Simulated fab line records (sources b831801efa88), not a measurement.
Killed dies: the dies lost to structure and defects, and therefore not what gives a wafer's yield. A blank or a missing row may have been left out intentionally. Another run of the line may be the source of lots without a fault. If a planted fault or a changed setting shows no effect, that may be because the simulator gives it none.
Struck lot and sound lot, side by side || flow sky130 || 17 out of 708 route steps
Sound: wafers L322.2, L322.3, L322.6. Struck: wafer L313.3. (L313.5 of the same lot was not struck and is left out.) The cause comes at the end.
Each step with rows lists, per side, the tool, then ch with its chambers, then its first start. Under that, the readings that differ: sound wafers || struck wafers || difference of the means || sigmas: that difference in standard deviations of wafers without a fault.
alike: words and numbers the same on both sides, and readings whose means are apart by under 2 such deviations; not compared: readings that were withheld, readings missing a value for some wafer, numbers with overlapping values and no deviation given by the record, and bounds like >300 which may hide the same value.
The two part at a step that has a row with sigmas, a row that says differs or no value, or rows on one side only. Numbers that have no deviation but don't overlap get no sigmas and don't part them. A reading that every wafer of one side lacks parts them only if that side has two wafers or more.

SKY_LDD_HVN_OVL_MEAS_07:
  sound on overlay-02, day 28 16:19; struck on overlay-01, day 25 15:21
  alike: LDD_HVN_OVL
next, for these wafers, 1 step has no rows: SKY_LDD_HVN_IMPLANT_08.
SKY_LDD_HVN_STRIP_09: strips in O2/N2.
  sound on plasmaAsher-01 ch 0,1, day 28 16:29; struck on plasmaAsher-04 ch 1, day 25 15:33
{"reading": "drypumpMotorCurrentA (A)", "sound": "5.1 5.1 5.5", "struck": 6.3, "difference": "+1.1", "sigmas": "+3"}
  alike: chamberPressureMTorr, oesProductAu, stripTimeToEndpointS
  not compared: rfHoursCounterH
SKY_LDD_HVN_TW_MEAS_10:
  sound on filmMetro-04, day 28 16:36; struck on filmMetro-01, day 25 15:38
  alike: LDD_HVN_TW
then, 7 steps without rows for these wafers: SKY_LDD_HVP_DEHYDRATE_00 (time 60 s); SKY_LDD_HVP_HMDS_01 (prime time 60 s); SKY_LDD_HVP_COAT_02 (resist thk 300 nm); SKY_LDD_HVP_SOFTBAKE_03 (time 60 s); SKY_LDD_HVP_EXPOSE_04 (exposes mask HVPTM, target cd 700 nm); SKY_LDD_HVP_PEB_05; SKY_LDD_HVP_DEVELOP_06 (develop time 60 s).
SKY_LDD_HVP_OVL_MEAS_07:
  sound on overlay-01, day 29 20:13; struck on overlay-02, day 26 20:08
{"reading": "LDD_HVP_OVL (nm)", "sound": "-1.4 -1.8 -1.8", "struck": 1.6, "difference": "+3.3", "sigmas": "+2"}
SKY_LDD_HVP_IMPLANT_08:
  sound on implanter-03 ch 0, day 29 20:17; struck on implanter-03 ch 0, day 26 20:12
{"reading": "beamOnS (s)", "sound": "10.10 9.98 10.21", "struck": 11.87, "difference": "+1.77", "sigmas": "+8"}
{"reading": "faradayCurrentUA", "sound": "94.2 95.9 94.4", "struck": 80.9, "difference": -13.9, "sigmas": -7}
SKY_LDD_HVP_STRIP_09: strips in O2/N2.
  sound on plasmaAsher-01 ch 0,1, day 29 20:24; struck on plasmaAsher-02 ch 1, day 26 20:20
  alike: chamberPressureMTorr, drypumpMotorCurrentA, oesProductAu, stripTimeToEndpointS
  not compared: rfHoursCounterH
SKY_LDD_HVP_TW_MEAS_10:
  sound on filmMetro-03, day 29 20:31; struck on filmMetro-04, day 26 20:26
{"reading": "LDD_HVP_TW", "sound": "456 458 458", "struck": 476, "difference": "+19", "sigmas": "+5"}
then, 1 step without rows for these wafers: SKY_LDD_LDN_DEHYDRATE_00 (time 60 s).
-- the record jumps here: 23 days lie between the struck wafers' starts before and after (it left off in module LDD_LDN and takes up again in module PAD_OPEN, whose first step shown is number 708 of the route) --
SKY_PAD_OPEN_PROBE_99:
  sound on prober-02, day 51 00:26; struck on prober-01, day 49 09:47
{"reading": "model.etest.tip_p_5v.rsOhmSq", "sound": "2827 2852 2815", "struck": 2523, "difference": -308, "sigmas": ""}
  alike: killed_at_M0_to_M3, killed_at_M4_up, killedAtContacts, killedAtFrontEnd, killedDies, killedOpen, killedShort

## WHERE THEY PART
First at SKY_LDD_HVN_STRIP_09; last, within this record, at SKY_LDD_HVP_TW_MEAS_10. Later steps at which nothing parts them and some readings are alike: SKY_PAD_OPEN_PROBE_99.

WHY: the cause the simulator had injected
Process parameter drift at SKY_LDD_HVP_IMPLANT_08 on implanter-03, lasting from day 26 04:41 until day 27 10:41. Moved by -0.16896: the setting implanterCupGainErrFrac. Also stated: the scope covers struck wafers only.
